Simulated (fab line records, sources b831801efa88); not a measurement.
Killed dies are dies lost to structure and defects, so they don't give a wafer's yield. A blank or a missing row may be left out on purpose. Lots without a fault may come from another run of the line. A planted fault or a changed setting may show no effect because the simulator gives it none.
A struck lot beside a sound one | flow sky130 | 16 steps out of a route of 708
Sound: wafers L510.3, L510.5, L510.6. Struck: wafer L520.1. (L520.3, L520.4 of the same lot were not struck and are left out.) The cause comes at the end.
At each step with rows: each side's tool, then ch and its chambers, then its first start. Under that, the readings that differ: sound wafers | struck wafers | difference of the means | sigmas: that difference in standard deviations of wafers without a fault.
alike: readings whose means differ by less than 2 such deviations, and words and numbers that are the same on both sides. not compared: withheld readings, readings that some wafer has no value for, bounds like >300 that may hide the same value, and numbers for which the record gives no deviation and whose values overlap.
The two part at a step that has a row with sigmas, a row that says differs or no value, or rows on one side only. Numbers that don't overlap but have no deviation are shown without sigmas and don't part them. A reading that every wafer of one side lacks parts them only if that side has two wafers or more.

first, 2 steps without rows for these wafers: SKY_METAL3_PEB_11; SKY_METAL3_DEVELOP_12 (develop time 60 s).
SKY_METAL3_CD_MEAS_13: target cd 300 nm.
  sound on cd_sem-01, day 39 17:32; struck on cd_sem-01, day 42 11:11
  reading    | sound             | struck | difference | sigmas
  cd_nm (nm) | 299.9 299.6 298.4 | 302.6  | +3.3       | +3
SKY_METAL3_OVL_MEAS_14:
  sound on overlay-01, day 39 17:38; struck on overlay-02, day 42 11:18
  alike: METAL3_OVL
SKY_METAL3_DESCUM_15: chemistry O2, time 8 s.
  sound on rie_metal-03 ch 0,1, day 39 17:40; struck on rie_metal-04 ch 1, day 42 11:20
  reading                | sound | struck | difference                   | sigmas
  rf_hours_counter_h (h) | - - - | 20     | no value on the sound wafers |
  alike: drypump_motor_current_A, oes_product_au
SKY_METAL3_ETCH_16: etches BARC in N2/H2, stops on SiO2, time 88.2 s, target depth 60 nm.
  sound on rie_metal-03 ch 0,1, day 39 17:43; struck on rie_metal-04 ch 1, day 42 11:22
  reading                | sound | struck | difference                   | sigmas
  rf_hours_counter_h (h) | - - - | 20     | no value on the sound wafers |
  alike: drypump_motor_current_A, oes_product_au, throttle_valve_pct
SKY_METAL3_ETCH_17: etches SiO2 in C4F8/O2/Ar, stops on TiN, time 3.9 s, target depth 15 nm.
  sound on rie_diel-02 ch 0,1, day 39 17:47; struck on rie_diel-01 ch 0, day 42 11:28
  alike: oes_product_au
  not compared: rf_hours_counter_h
SKY_METAL3_METAL_ETCH_18: etches the open film in Cl2/BCl3, stops on SiO2, target depth 845 nm, time 183.1 s.
  sound on rie_metal-04 ch 0,1, day 39 17:52; struck on rie_metal-02 ch 1, day 42 11:29
  reading                | sound | struck | difference                   | sigmas
  rf_hours_counter_h (h) | - - - | 19     | no value on the sound wafers |
  alike: drypump_motor_current_A, oes_product_au, throttle_valve_pct
SKY_METAL3_STRIP_19: strips in O2/N2.
  sound on plasma_asher-04 ch 0,1, day 39 18:01; struck on plasma_asher-02 ch 1, day 42 11:40
  reading                      | sound          | struck | difference                   | sigmas
  rf_hours_counter_h (h)       | - - -          | 24     | no value on the sound wafers |
  strip_time_to_endpoint_s (s) | 6.52 6.35 6.49 | 6.65   | +0.20                        | +2
  alike: drypump_motor_current_A, oes_product_au
then, 3 steps without rows for these wafers: SKY_METAL3_STRIP_20 (strips in post etch residue remover, time 1200 s); SKY_METAL3_CLEAN_21 (cleans in IPA, time 180 s); SKY_METAL3_CLEAN_22 (cleans in O3/DIW).
SKY_VIA3_HDPCVD_00: deposits SiO2, target thk 1635 nm, time 272.5 s.
  sound on hdpcvd-01 ch 1,2, day 39 18:39; struck on hdpcvd-02 ch 0, day 42 12:15
  reading                                  | sound          | struck | difference | sigmas
  model.SiO2_of_VIA3_HDPCVD_00.thk_nm (nm) | 1643 1633 1641 | 2673   | +1034      |
  alike: susceptor_temp_C
SKY_VIA3_THK_MEAS_01:
  sound on film_metro-02, day 39 18:50; struck on film_metro-02, day 42 12:31
  reading              | sound          | struck | difference | sigmas
  VIA3_HDPCVD_THK (nm) | 1644 1634 1639 | 2674   | +1035      | +52
then, 1 step without rows for these wafers: SKY_VIA3_CMP_02 (polishes SiO2).
-- the record jumps here: 7 days lie between the struck wafers' starts before and after (it left off in module VIA3 and takes up again in module PAD_OPEN, whose first step shown is number 708 of the route) --
SKY_PAD_OPEN_PROBE_99:
  sound on prober-02, day 46 18:01; struck on prober-01, day 49 02:44
  reading                  | sound          | struck | difference | sigmas
  defect_limited_yield (%) | 85.4 84.6 83.7 | 79.9   | -4.7       | -2
  killed_at_M0_to_M3       | 34 35 43       | 57     | +20        | +3
  killed_dies              | 72 76 80       | 99     | +23        | +2
  killed_short             | 25 34 27       | 43     | +14        | +2
  sort_bin_5_function (%)  | 9.1 8.9 9.1    | 13.6   | +4.6       | +3
  sort_n_pass              | 420 416 412    | 393    | -23        | -2
  sort_yield_pct (%)       | 85.4 84.6 83.7 | 79.9   | -4.7       | -2
  alike: killed_at_M4_up, killed_at_contacts, killed_at_front_end, killed_at_other, killed_on_rim, killed_open, sort_bin_3_pad_short, sort_bin_6_memory

WHERE THEY PART
First at SKY_METAL3_CD_MEAS_13; last, within this record, at SKY_PAD_OPEN_PROBE_99.

WHY: what the simulator had put in
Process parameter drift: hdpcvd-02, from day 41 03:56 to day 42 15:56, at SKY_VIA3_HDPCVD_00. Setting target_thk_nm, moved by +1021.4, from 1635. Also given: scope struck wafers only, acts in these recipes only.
